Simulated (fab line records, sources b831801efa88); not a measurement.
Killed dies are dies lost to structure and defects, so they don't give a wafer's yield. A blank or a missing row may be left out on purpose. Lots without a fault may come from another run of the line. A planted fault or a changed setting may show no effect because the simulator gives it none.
Which tool did it? | flow gf180mcu | 14 lots, 42 wafers sampled, at 5 steps of a route of 602

WHAT THE GAUGES READ, wafer by wafer
GF_VT_IMPLANT_OVL_MEAS_07. Usual: VT_IMPLANT_OVL 0.7 nm, standard deviation 1.4.
lot  | measured     | on         | VT_IMPLANT_OVL (nm) | flag
L166 | day 5 12:55  | overlay-02 | 0.5 -0.1 -2.7       |
L169 | day 6 08:58  | overlay-01 | 0.2 -0.2 0.0        |
L170 | day 6 13:31  | overlay-02 | 2.3 1.9 3.5         |
L171 | day 6 21:10  | overlay-01 | 1.3 0.1 -1.3        |
L173 | day 7 09:19  | overlay-01 | 0.9 0.5 0.8         |
L176 | day 8 02:20  | overlay-01 | -1.0 1.7 1.6        |
L177 | day 8 14:34  | overlay-01 | -1.6 -0.1 0.7       |
L178 | day 8 17:08  | overlay-01 | 0.6 1.1 1.5         |
L184 | day 10 04:43 | overlay-01 | -1.5 1.7 -1.0       |
L185 | day 10 10:40 | overlay-02 | -0.2 1.3 0.9        |
L186 | day 11 01:07 | overlay-01 | 1.1 1.3 3.0         |
L187 | day 11 02:49 | overlay-01 | 0.6 2.3 3.0         |
L188 | day 11 09:52 | overlay-02 | 0.3 -0.7 -1.0       |
L189 | day 11 14:28 | overlay-01 | -0.8 0.9 1.7        |

GF_VT_IMPLANT_TW_MEAS_21. Usual: VT_IMPLANT_2_TW 1217, standard deviation 5.3.
lot  | measured     | on            | VT_IMPLANT_2_TW | flag
L166 | day 6 03:29  | film_metro-03 | 1213 1220 1216  |
L169 | day 7 00:55  | film_metro-01 | 1216 1214 1219  |
L170 | day 7 11:25  | film_metro-04 | 1218 1215 1215  |
L171 | day 7 11:28  | film_metro-04 | 1215 1217 1214  |
L173 | day 8 02:03  | film_metro-04 | 1215 1218 1216  |
L176 | day 8 20:16  | film_metro-04 | 1224 1218 1213  |
L177 | day 9 07:28  | film_metro-04 | 1182 1185 1185  | OFF
L178 | day 9 10:46  | film_metro-04 | 1184 1177 1175  | OFF
L184 | day 10 23:39 | film_metro-04 | 1217 1213 1214  |
L185 | day 11 05:42 | film_metro-04 | 1216 1218 1216  |
L186 | day 11 20:20 | film_metro-03 | 1217 1221 1215  |
L187 | day 11 22:02 | film_metro-04 | 1217 1218 1213  |
L188 | day 12 05:18 | film_metro-03 | 1225 1223 1207  |
L189 | day 12 10:21 | film_metro-03 | 1220 1220 1230  |

GF_HV_LDD_OVL_MEAS_47. Usual: HV_LDD_03_OVL -1.3 nm, standard deviation 1.2.
lot  | measured     | on         | HV_LDD_03_OVL (nm) | flag
L166 | day 12 07:44 | overlay-02 | -1.5 -2.2 -2.7     |
L169 | day 13 04:32 | overlay-01 | 0.4 -1.4 -0.4      |
L170 | day 14 02:08 | overlay-01 | -1.5 -0.2 -0.1     |
L171 | day 14 01:10 | overlay-01 | -0.7 -0.1 -1.9     |
L173 | day 14 18:54 | overlay-01 | -3.0 -1.8 -0.7     |
L176 | day 15 16:55 | overlay-02 | -0.3 0.2 0.0       |
L177 | day 16 05:45 | overlay-01 | -1.0 1.4 -0.2      |
L178 | day 16 08:13 | overlay-02 | -0.8 -1.7 -1.1     |
L184 | day 18 08:12 | overlay-01 | -0.6 -2.9 1.0      |
L185 | day 18 18:15 | overlay-02 | -2.4 -3.0 -0.5     |
L186 | day 19 10:46 | overlay-02 | -1.0 -1.6 -1.0     |
L187 | day 19 12:07 | overlay-01 | -2.3 -2.1 0.2      |
L188 | day 19 23:23 | overlay-01 | -0.9 -3.4 -2.3     |
L189 | day 20 05:05 | overlay-02 | -1.8 -0.3 -1.2     |

WHICH TOOL RAN EACH LOT (tool, then ch and the chambers of the sampled wafers, then the start)
lot  | GF_STI_CMP_25                | GF_VT_IMPLANT_IMPLANT_19
L166 | cmp-02 ch 1,2,3, day 2 03:13 | implanter-04 ch 0, day 6 03:14
L169 | cmp-01 ch 1,2,3, day 2 18:48 | implanter-01 ch 0, day 7 00:43
L170 | cmp-02 ch 0,1,2, day 3 00:00 | implanter-01 ch 0, day 7 11:11
L171 | cmp-02 ch 0,3, day 3 04:59   | implanter-03 ch 0, day 7 11:14
L173 | cmp-02 ch 0,3, day 3 15:41   | implanter-01 ch 0, day 8 01:44
L176 | cmp-01 ch 0,2,3, day 4 06:37 | implanter-04 ch 0, day 8 20:03
L177 | cmp-01 ch 0,3, day 4 12:43   | implanter-01 ch 0, day 9 07:14
L178 | cmp-01 ch 1,2, day 4 17:20   | implanter-01 ch 0, day 9 10:34
L184 | cmp-01 ch 2,3, day 5 23:19   | implanter-03 ch 0, day 10 23:25
L185 | cmp-02 ch 0,2,3, day 6 07:31 | implanter-04 ch 0, day 11 05:28
L186 | cmp-02 ch 0,1,2, day 6 11:06 | implanter-03 ch 0, day 11 20:05
L187 | cmp-02 ch 1,3, day 6 17:22   | implanter-03 ch 0, day 11 21:47
L188 | cmp-01 ch 0,1,2, day 6 22:29 | implanter-04 ch 0, day 12 05:03
L189 | cmp-02 ch 2,3, day 7 05:15   | implanter-04 ch 0, day 12 10:07
- GF_STI_CMP_25: polishes, stops on Si3N4, t overpolish 33 s, target thk 524.6 nm.
- GF_VT_IMPLANT_IMPLANT_19

WHAT THE TOOLS THEMSELVES READ (means of the sampled wafers that have a number; where no wafer has one, the mark that the record gives instead)
GF_STI_CMP_25. Usual: edge_zone_pressure_frac 0.999, standard deviation 0.0043; motor_current_A 12.0 A, standard deviation 1; overpolish_run_s 33.001 s, standard deviation 0.0087; time_to_endpoint_s 125 s, standard deviation 5.6.
lot  | tool   | edge_zone_pressure_frac | motor_current_A (A) | overpolish_run_s (s) | time_to_endpoint_s (s) | flag
L166 | cmp-02 | 1.000                   | 12.5                | 32.998               | 116                    |
L169 | cmp-01 | 1.002                   | 10.9                | 33.005               | 124                    |
L170 | cmp-02 | 0.998                   | 12.6                | 32.997               | 128                    |
L171 | cmp-02 | 1.002                   | 13.0                | 33.002               | 128                    |
L173 | cmp-02 | 0.999                   | 13.1                | 33.001               | 124                    |
L176 | cmp-01 | 0.997                   | 10.7                | 33.010               | 131                    |
L177 | cmp-01 | 0.998                   | 11.7                | 32.999               | 127                    |
L178 | cmp-01 | 0.999                   | 10.8                | 33.005               | 133                    |
L184 | cmp-01 | 0.996                   | 10.9                | 33.001               | 132                    |
L185 | cmp-02 | 1.001                   | 12.3                | 33.005               | 123                    |
L186 | cmp-02 | 1.002                   | 12.4                | 32.994               | 123                    |
L187 | cmp-02 | 1.001                   | 12.8                | 33.002               | 120                    |
L188 | cmp-01 | 0.995                   | 11.3                | 32.992               | 131                    |
L189 | cmp-02 | 0.999                   | 12.8                | 32.998               | 120                    |

GF_VT_IMPLANT_IMPLANT_19. Usual: beam_energy_keV 100.00, standard deviation 0.03.
lot  | tool         | beam_energy_keV | flag
L166 | implanter-04 | 100.01          |
L169 | implanter-01 | 100.02          |
L170 | implanter-01 | 99.98           |
L171 | implanter-03 | 100.01          |
L173 | implanter-01 | 100.03          |
L176 | implanter-04 | 99.98           |
L177 | implanter-01 | 89.64           | OFF
L178 | implanter-01 | 89.64           | OFF
L184 | implanter-03 | 99.98           |
L185 | implanter-04 | 100.01          |
L186 | implanter-03 | 100.01          |
L187 | implanter-03 | 100.02          |
L188 | implanter-04 | 99.95           |
L189 | implanter-04 | 100.00          |

THE ANSWER, worked out from the rows above alone
Rule: a lot is off if the mean of its wafers that have a number lies more than 3 standard deviations from the usual mean. A lot without any number at a reading at which 4 lots or more have one is off too. The other lots that the step has rows for count as sound. The gauges are gone through in route order, then the tools' own readings, and for those a lot's mean is taken as printed above. The first step at which some lot is off is used, and at that step the reading that is off furthest; a lot without a number counts as furthest.
Off: L177, L178, at GF_VT_IMPLANT_TW_MEAS_21 (VT_IMPLANT_2_TW).
A tool fits if, at a process step before that reading, it ran every lot that is off, and no sound lot after the first of them. The gauges at GF_VT_IMPLANT_TW_MEAS_21 aren't tried: what is off there is off at GF_VT_IMPLANT_IMPLANT_19 too, on other tools, and a gauge's error can't cause that. One fits: implanter-01 at GF_VT_IMPLANT_IMPLANT_19. Its last sound lot is L173 (day 8 01:44), its first lot that is off L177 (day 9 07:14): a fault that began between those two fits.
The tool's own readings at GF_VT_IMPLANT_IMPLANT_19 bear it out: on the lots that are off they differ by more than 5 times the standard deviation of the sound lots' means. beam_energy_keV reads 89.64 there against 100.00 on the sound lots.

WHAT THE SIMULATOR HAD PUT IN
Process parameter drift: implanter-01, from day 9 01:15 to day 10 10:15, at GF_VT_IMPLANT_IMPLANT_19. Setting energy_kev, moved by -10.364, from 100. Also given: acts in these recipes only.
Lots struck among those shown: L177, L178. The rule above found the same.
